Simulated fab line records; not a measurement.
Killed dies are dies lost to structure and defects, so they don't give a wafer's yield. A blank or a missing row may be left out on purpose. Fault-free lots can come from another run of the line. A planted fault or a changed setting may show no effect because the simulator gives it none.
A lot that was struck, set against a sound lot :: flow sky130 :: 15 out of 708 route steps
Sound: these wafers, L187.3, L187.4, L187.6. Struck: wafer L195.6. (L195.1, L195.3 of the same lot were not struck and are left out.) The cause comes at the end.
At each step with rows: each side's tool, then ch and its chambers, then its first start. Under that, the readings that differ: sound wafers :: struck wafers :: difference of the means :: sigmas: that difference in standard deviations of wafers without a fault.
alike: a reading whose means differ by less than 2 such deviations, as well as words and numbers matching on both sides. not compared: withheld readings; readings where some wafer has no value; bounds like >300 that might hide an equal value; numbers whose values overlap and for which the record gives no deviation.
A row with sigmas, a row that says differs or no value, or rows on one side alone: a step with any of these is where the two part. Numbers that don't overlap but have no deviation are shown without sigmas and don't part them. Lack of a reading on every wafer of one side parts them only where that side has two or more wafers.

SKY_CONTACT_OVL_MEAS_15:
  sound on overlay-01 at day 33 03:53; struck on overlay-02 at day 35 09:16
  alike: CONTACT_OVL
SKY_CONTACT_ETCH_16: etches BARC in N2/H2, stops on SiO2, time 45.9 s, target depth 60 nm.
  sound on rieDiel-03 ch 0,1,2, day 33 03:55; struck on rieDiel-03 ch 2, day 35 09:19
  alike: biasW, drypumpMotorCurrentA, oesProductAu, throttleValvePct
  not compared: rfHoursCounterH
then, 2 steps without rows for these wafers: SKY_CONTACT_ETCH_17 (etches SiO2 in C4F8/O2/Ar, stops on Si3N4, target depth 340 nm); SKY_CONTACT_ETCH_18 (etches Si3N4 in CHF3/O2, stops on TiN, time 39 s, target depth 75 nm).
SKY_CONTACT_STRIP_19: strips in O2/N2.
  sound on plasmaAsher-01 ch 0,1, day 33 04:04; struck on plasmaAsher-02 ch 1, day 35 09:26
  alike: drypumpMotorCurrentA, oesProductAu, stripTimeToEndpointS
  not compared: rfHoursCounterH
then, 3 steps without rows for these wafers: SKY_CONTACT_STRIP_20 (strips in post etch residue remover, time 1200 s); SKY_CONTACT_CLEAN_21 (cleans in IPA, time 180 s); SKY_CONTACT_CLEAN_22 (cleans in O3/DIW).
SKY_CONTACT_SPUTTER_23: material TiN, target thk 20 nm, time 80 s.
  sound on pvdSputter-01 at day 33 04:38; struck on pvdSputter-04 at day 35 10:04
  alike: throttleValvePct
SKY_CONTACT_CVD_24: deposits W, target thk 340 nm, time 102.12 s.
  sound on cvdW-02 ch 0,1, day 33 04:44; struck on cvdW-02 ch 1, day 35 10:08
  alike: chamberPressureTorr, heaterPowerW, susceptorTempC
SKY_CONTACT_RS_MEAS_25: uses a four-point probe to measure.
  sound on filmMetro-04 at day 33 04:50; struck on filmMetro-04 at day 35 10:14
  alike: CONTACT_W_RS
SKY_CONTACT_THK_MEAS_26: measures by xrf.
  sound on filmMetro-04 at day 33 04:56; struck on filmMetro-04 at day 35 10:22
  alike: CONTACT_W_THK
SKY_CONTACT_CMP_27: polishes, stops on SiO2, t overpolish 15 s, target thk 0 nm.
  sound on cmp-02 ch 1,2, day 33 05:02; struck on cmp-01 ch 0, day 35 10:28
reading: overpolishRunS (s)
sound: 15.000 14.996 14.997
struck: 0.041
difference: -14.957
sigmas: -99 or more

reading: timeToEndpointS (s)
sound: 72 78 80
struck: 125
difference: +48
sigmas: +12
  alike: edgeZonePressureFrac, motorCurrentA
SKY_METAL1_SPUTTER_00: material Ti, target thk 15 nm, time 10 s.
  the record holds rows for the sound wafers here (pvdSputter-03, day 33 05:17) but none for the struck ones
-- the record jumps here: 13 days lie between the struck wafers' starts before and after (it left off in module METAL1 and takes up again in module PAD_OPEN, whose first step shown is number 708 of the route) --
SKY_PAD_OPEN_PROBE_99:
  sound on prober-02 at day 47 01:49; struck on prober-01 at day 48 19:29
reading: killedAtContacts
sound: 28 30 25
struck: 423
difference: +395
sigmas: +69

reading: killedDies
sound: 77 95 83
struck: 492
difference: +407
sigmas: +51

reading: killedOnRim
sound: 15 14 17
struck: 96
difference: +81
sigmas: +21
  alike: killed_at_M0_to_M3, killed_at_M4_up, killedAtFrontEnd, killedAtOther, killedOpen, killedShort

== WHERE THEY PART ==
First at SKY_CONTACT_CMP_27; last, within this record, at SKY_PAD_OPEN_PROBE_99.

WHY: what the simulator had put in
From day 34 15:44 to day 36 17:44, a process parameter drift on cmp-01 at SKY_CONTACT_CMP_27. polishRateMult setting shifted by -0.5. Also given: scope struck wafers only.
